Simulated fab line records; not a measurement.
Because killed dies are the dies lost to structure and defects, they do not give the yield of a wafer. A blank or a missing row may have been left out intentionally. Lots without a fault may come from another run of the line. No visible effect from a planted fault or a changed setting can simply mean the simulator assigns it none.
fab line records | flow sky130
record: lots: 12 wafers: 36 last-day: 50
route steps=708 shown LDD_LDN@300 LI_CONTACT@384 CONTACT@407
lots that met no fault: taken from a fault-free run of the same line
start-h: the number of hours between the record's first day and the start of the first shown wafer of the lot | wait-h: time in hours since the lot's previous step | " repeats the value in the row above | L1.1+2: one row covering several wafers at once | - either no value or no given start | * or withheld: withheld | < > ~ a bound
route shown NAME@n: NAME is a module with steps in the file, n the number in the route of the first one | usual: mean/standard deviation taken from wafers without a fault | same: alike in all rows | chamber/n: place in a boat | sites: readings site by site | _std_site: standard deviation across them | _edge_site: mean of outer sites minus mean of inner sites | radius-mm: for every site, how far away it sits from the centre of the wafer | mask NAME#n: copy n | behind: the most recent tool/chamber to have shaped the wafer | hold: why the lot went on hold/how many hours it stayed there/how the hold came to an end | device: names the non-switching transistor (n, p or np) | end of line: the same wafers' tests at the end of the route | where a step has no rows: the recipe by itself | killed: dies lost to structure and defects at the first sort, not the wafer's yield | map: per-die view of a wafer (x killed, . not killed, _ where there is no die)
set.NAME: setting as actually run; set.NAME@STEP: the setting as run at that earlier step | model.NAME: the simulator's own value behind a step, which no gauge read
route steps across a sampled set of lots; one table per step, one row per wafer
services: a tool's chamber out of use, with start hour (start-h, from the record's first day; less than 0 if before it), hours out, and reason
== steps ==
step: SKY_LDD_LDN_IMPLANT_11
recipe: species: As energy-kev: 15 dose-cm2: 1.25e+13 tilt-deg: withheld rotation-deg: 293
usual: dose-ions-cm2: 1.2501e+13/1.3e+10 faraday-current-uA: 70.5/1.3
columns lot.wafer tool chamber start-h wait-h dose-ions-cm2 faraday-current-uA
L406.2 implanter-02 0 533.88 0.1 1.2492e+13 71.8
L406.3 " 0 " " 1.2501e+13 71.1
L406.4 " 0 " " 1.2522e+13 69.9
L407.2 implanter-03 0 534.95 0.1 1.2495e+13 71.2
L407.3 " 0 " " 1.2495e+13 72.8
L407.4 " 0 " " 1.2497e+13 69.6
L408.1 implanter-02 0 547.92 0.1 1.251e+13 67.9
L408.4 " 0 " " 1.2499e+13 69.4
L408.5 " 0 " " 1.2505e+13 69.6
L411.1 implanter-02 0 578.02 0.1 1.2525e+13 71.8
L411.2 " 0 " " 1.2506e+13 70.3
L411.6 " 0 " " 1.2528e+13 71.6
L410.1 implanter-02 0 579.27 0.1 1.2488e+13 70.7
L410.3 " 0 " " 1.2488e+13 67.8
L410.6 " 0 " " 1.2491e+13 70.7
L413.2 implanter-03 0 611.38 0.1 1.2522e+13 71.7
L413.5 " 0 " " 1.251e+13 70.9
L413.6 " 0 " " 1.2493e+13 71.6
L416.1 implanter-01 0 629.15 0.1 1.2487e+13 73.1
L416.2 " 0 " " 1.2504e+13 70.7
L416.3 " 0 " " 1.2501e+13 70.4
L417.1 implanter-01 0 637.90 0.1 1.2522e+13 69.6
L417.3 " 0 " " 1.2495e+13 69.3
L417.4 " 0 " " 1.2491e+13 69.8
L423.3 implanter-02 0 677.25 0.1 2.0757e+13 117.0
L423.4 " 0 " " 2.0745e+13 118.3
L423.5 " 0 " " 2.0746e+13 117.4
L426.3 implanter-02 0 696.90 0.1 2.0757e+13 118.2
L426.4 " 0 " " 2.0779e+13 117.1
L426.6 " 0 " " 2.0796e+13 118.0
L427.1 implanter-03 0 703.92 0.1 1.2521e+13 71.2
L427.5 " 0 " " 1.2516e+13 71.3
L427.6 " 0 " " 1.2515e+13 70.8
L429.1 implanter-01 0 718.40 0.1 1.2492e+13 70.1
L429.5 " 0 " " 1.2498e+13 70.5
L429.6 " 0 " " 1.2503e+13 68.9
step: SKY_LDD_LDN_TW_MEAS_13
usual: LDD_LDN_TW: 1477/9.4
columns lot.wafer tool chamber start-h wait-h LDD_LDN_TW
L406.2 film-metro-03 - 534.11 0.1 1492
L406.3 " - " " 1492
L406.4 " - " " 1487
L407.2 film-metro-03 - 535.18 0.1 1493
L407.3 " - " " 1497
L407.4 " - " " 1486
L408.1 film-metro-03 - 548.17 0.1 1489
L408.4 " - " " 1490
L408.5 " - " " 1497
L411.1 film-metro-01 - 578.27 0.1 1469
L411.2 " - " " 1471
L411.6 " - " " 1467
L410.1 film-metro-01 - 579.52 0.1 1466
L410.3 " - " " 1478
L410.6 " - " " 1470
L413.2 film-metro-04 - 611.61 0.1 1478
L413.5 " - " " 1483
L413.6 " - " " 1488
L416.1 film-metro-03 - 629.40 0.1 1476
L416.2 " - " " 1482
L416.3 " - " " 1475
L417.1 film-metro-03 - 638.15 0.1 1477
L417.3 " - " " 1479
L417.4 " - " " 1483
L423.3 film-metro-04 - 677.47 0.1 1531
L423.4 " - " " 1534
L423.5 " - " " 1531
L426.3 film-metro-01 - 697.12 0.1 1545
L426.4 " - " " 1539
L426.6 " - " " 1544
L427.1 film-metro-01 - 704.17 0.1 1479
L427.5 " - " " 1482
L427.6 " - " " 1476
L429.1 film-metro-03 - 718.65 0.1 1491
L429.5 " - " " 1489
L429.6 " - " " 1487
step: SKY_LI_CONTACT_RS_MEAS_22
recipe: thk-meas-gauge: four-point-probe reads: W_of_LI_CONTACT_CVD_21+TiN_of_LI_CONTACT_SPUTTER_20+Ti_of_LI_CONTACT_SPUTTER_19
usual: LI_CONTACT_W_RS: 0.284/0.0043
columns lot.wafer tool chamber start-h wait-h LI_CONTACT_W_RS[ohm/sq]
L406.2 film-metro-02 - 687.49 0.1 0.284
L406.3 " - " " 0.283
L406.4 " - " " 0.276
L407.2 film-metro-04 - 688.30 0.1 0.284
L407.3 " - " " 0.285
L407.4 " - " " 0.287
L408.1 film-metro-02 - 699.71 0.1 0.285
L408.4 " - " " 0.278
L408.5 " - " " 0.284
L411.1 film-metro-04 - 727.98 0.1 0.285
L411.2 " - " " 0.285
L411.6 " - " " 0.285
L410.1 film-metro-02 - 728.48 0.1 0.284
L410.3 " - " " 0.283
L410.6 " - " " 0.279
L413.2 film-metro-02 - 758.10 0.1 0.279
L413.5 " - " " 0.283
L413.6 " - " " 0.275
L416.1 film-metro-03 - 773.19 0.1 0.291
L416.2 " - " " 0.290
L416.3 " - " " 0.288
L417.1 film-metro-03 - 782.78 0.1 0.276
L417.3 " - " " 0.285
L417.4 " - " " 0.277
L423.3 film-metro-03 - 818.88 0.1 0.277
L423.4 " - " " 0.283
L423.5 " - " " 0.287
L426.3 film-metro-04 - 837.95 0.1 0.279
L426.4 " - " " 0.287
L426.6 " - " " 0.289
L427.1 film-metro-03 - 843.68 0.1 0.281
L427.5 " - " " 0.280
L427.6 " - " " 0.287
L429.1 film-metro-03 - 857.38 0.1 0.282
L429.5 " - " " 0.285
L429.6 " - " " 0.287
step: SKY_CONTACT_THK_MEAS_01
recipe: reads: Si3N4_of_CONTACT_CVD_00
usual: CONTACT_CVD_00_THK: 75.0/0.81
columns lot.wafer tool chamber start-h wait-h CONTACT_CVD_00_THK[nm]
L406.2 film-metro-03 - 716.87 - 75.0
L406.3 " - " " 75.5
L406.4 " - " " 76.1
L407.2 film-metro-03 - 718.26 - 73.6
L407.3 " - " " 75.7
L407.4 " - " " 74.9
L408.1 film-metro-04 - 729.75 - 73.8
L408.4 " - " " 75.4
L408.5 " - " " 74.6
L411.1 film-metro-01 - 757.07 - 74.4
L411.2 " - " " 75.0
L411.6 " - " " 76.2
L410.1 film-metro-04 - 758.06 - 73.5
L410.3 " - " " 74.3
L410.6 " - " " 74.6
L413.2 film-metro-04 - 786.72 - 74.9
L413.5 " - " " 74.8
L413.6 " - " " 74.0
L416.1 film-metro-01 - 801.24 - 74.5
L416.2 " - " " 74.4
L416.3 " - " " 73.5
L417.1 film-metro-01 - 812.45 - 75.2
L417.3 " - " " 74.0
L417.4 " - " " 75.5
L423.3 film-metro-04 - 846.79 - 74.7
L423.4 " - " " 74.1
L423.5 " - " " 75.4
L426.3 film-metro-03 - 865.40 - 74.3
L426.4 " - " " 75.2
L426.6 " - " " 75.7
L427.1 film-metro-04 - 871.29 - 74.9
L427.5 " - " " 76.1
L427.6 " - " " 75.5
L429.1 film-metro-03 - 884.62 - 75.6
L429.5 " - " " 76.4
L429.6 " - " " 76.3
step: SKY_CONTACT_ETCH_16
recipe: chemistry: N2/H2 target: BARC ion-energy-ev: 200 source-w: 500 bias-w: 100 pressure-mtorr: 30 n2-flow-sccm: 100 h2-flow-sccm: 200 stop-on: SiO2 time-s: 45.9 target-depth-a: 600
usual: bias-w: 100.0/0.32 drypump-motor-current-A: 5.8/0.47 oes-product-au: 0.855/0.0047 throttle-valve-pct: 13.225/0.0094
same: time-s: 45.9
columns lot.wafer tool chamber start-h wait-h bias-w drypump-motor-current-A oes-product-au rf-hours-counter-h throttle-valve-pct
L406.2 rie-diel-03 3 745.19 0.0 99.9 6.0 0.855 21 13.219
L406.3 " 2 " " 99.7 6.3 0.844 16 13.230
L406.4 " 1 " " 99.9 4.8 0.860 16 13.217
L407.2 rie-diel-03 0 746.37 0.0 100.2 6.0 0.848 6 13.231
L407.3 " 2 " " 99.9 6.4 0.861 16 13.210
L407.4 " 1 " " 99.9 4.8 0.850 16 13.228
L408.1 rie-diel-01 1 757.64 0.0 99.6 6.3 0.853 12 13.219
L408.4 " 3 " " 100.2 4.8 0.860 49 13.227
L408.5 " 2 " " 99.8 5.5 0.858 - 13.210
L411.1 rie-diel-01 2 784.57 0.0 100.6 5.5 0.857 16 13.226
L411.2 " 1 " " 100.1 6.3 0.860 13 13.224
L411.6 " 2 " " 100.1 5.5 0.852 - 13.229
L410.1 rie-diel-02 3 785.22 0.0 100.1 6.2 0.864 3 13.239
L410.3 " 1 " " 100.3 5.5 0.851 19 13.222
L410.6 " 1 " " 100.4 5.5 0.856 - 13.228
L413.2 rie-diel-01 0 814.29 0.0 99.8 6.5 0.848 11 13.222
L413.5 " 1 " " 100.0 6.3 0.849 - 13.220
L413.6 " 2 " " 99.5 5.5 0.852 - 13.226
L416.1 rie-diel-02 3 828.92 0.0 99.9 6.1 0.862 4 13.233
L416.2 " 1 " " 100.6 5.4 0.850 20 13.225
L416.3 " 0 " " 100.0 5.8 0.848 16 13.229
L417.1 rie-diel-02 2 839.49 0.0 99.4 5.9 0.857 8 13.206
L417.3 " 3 " " 99.5 6.2 0.846 5 13.212
L417.4 " 0 " " 100.6 5.8 0.867 16 13.242
L423.3 rie-diel-02 2 873.49 0.0 99.7 5.9 0.860 9 13.231
L423.4 " 3 " " 100.8 6.1 0.853 6 13.234
L423.5 " 3 " " 100.5 6.1 0.856 - 13.240
L426.3 rie-diel-02 0 892.07 0.0 100.2 5.8 0.861 18 13.222
L426.4 " 3 " " 100.2 6.1 0.846 7 13.223
L426.6 " 3 " " 99.9 6.2 0.856 - 13.213
L427.1 rie-diel-02 0 898.12 0.0 99.8 5.8 0.848 18 13.233
L427.5 " 1 " " 100.1 5.5 0.851 - 13.221
L427.6 " 0 " " 99.9 5.8 0.854 - 13.225
L429.1 rie-diel-01 2 910.77 0.0 99.6 5.5 0.855 21 13.211
L429.5 " 2 " " 99.9 5.5 0.852 - 13.225
L429.6 " 1 " " 99.5 6.2 0.853 - 13.235
== services ==
columns tool chamber start-h hours kind
rie-diel-01 3 530.75 10.5 repair
implanter-01 - 531.40 4.6 pm
rie-diel-02 0 534.37 2.1 repair
implanter-02 - 535.30 4.4 pm
rie-diel-02 - 541.70 0.3 repair
rie-diel-01 - 544.24 28.1 pm
implanter-02 - 556.09 2.0 repair
implanter-03 - 566.77 3.4 pm
rie-diel-01 1 590.90 3.9 repair
rie-diel-02 0 599.04 4.7 repair
rie-diel-02 1 600.23 4.4 repair
rie-diel-01 0 630.89 22.3 repair
implanter-02 - 633.04 3.5 repair
implanter-02 - 634.51 4.2 repair
rie-diel-01 3 657.14 6.1 repair
implanter-02 - 682.49 3.7 repair
rie-diel-01 2 686.81 7.9 repair
rie-diel-01 3 761.84 3.8 repair
rie-diel-01 2 770.84 10.4 repair
rie-diel-01 0 783.64 9.3 repair
rie-diel-01 2 829.88 2.6 repair
rie-diel-02 - 883.59 0.3 repair
implanter-02 - 896.80 2.6 pm
rie-diel-02 3 902.00 4.9 repair
== key ==
first-sign: step: SKY_LDD_LDN_IMPLANT_11 reading: dose-ions-cm2 direction: up sigmas: 99+ usual: * struck: *
effect: step: SKY_LDD_LDN_IMPLANT_11 reading: faraday-current-uA direction: up sigmas: 35 usual: 70.5 struck: 117.7
effect: step: SKY_LDD_LDN_TW_MEAS_13 reading: LDD_LDN_TW direction: up sigmas: 6.4 usual: 1477 struck: 1537
met-at SKY_LDD_LDN_IMPLANT_11
struck-lots L423,L426
tester-left-out L423,L426
not-acting-at SKY_LI_CONTACT_RS_MEAS_22,SKY_CONTACT_THK_MEAS_01,SKY_CONTACT_ETCH_16
onset-between 579.27 677.25
fault: kind: process-parameter-drift tool: implanter-02 chamber: - onset-h: 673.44 steps: SKY_LDD_LDN_IMPLANT_11 channel: dose-cm2 offset: * shape: step end-h: 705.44 acts-in: * stated: *
tester-left-out: of these lots the tester's yield and bins aren't shown, on N5 and GAA mostly nor the transistor test; their killed dies are dies lost to structure and defects alone, not to doping, threshold or leakage, so they don't give the yield
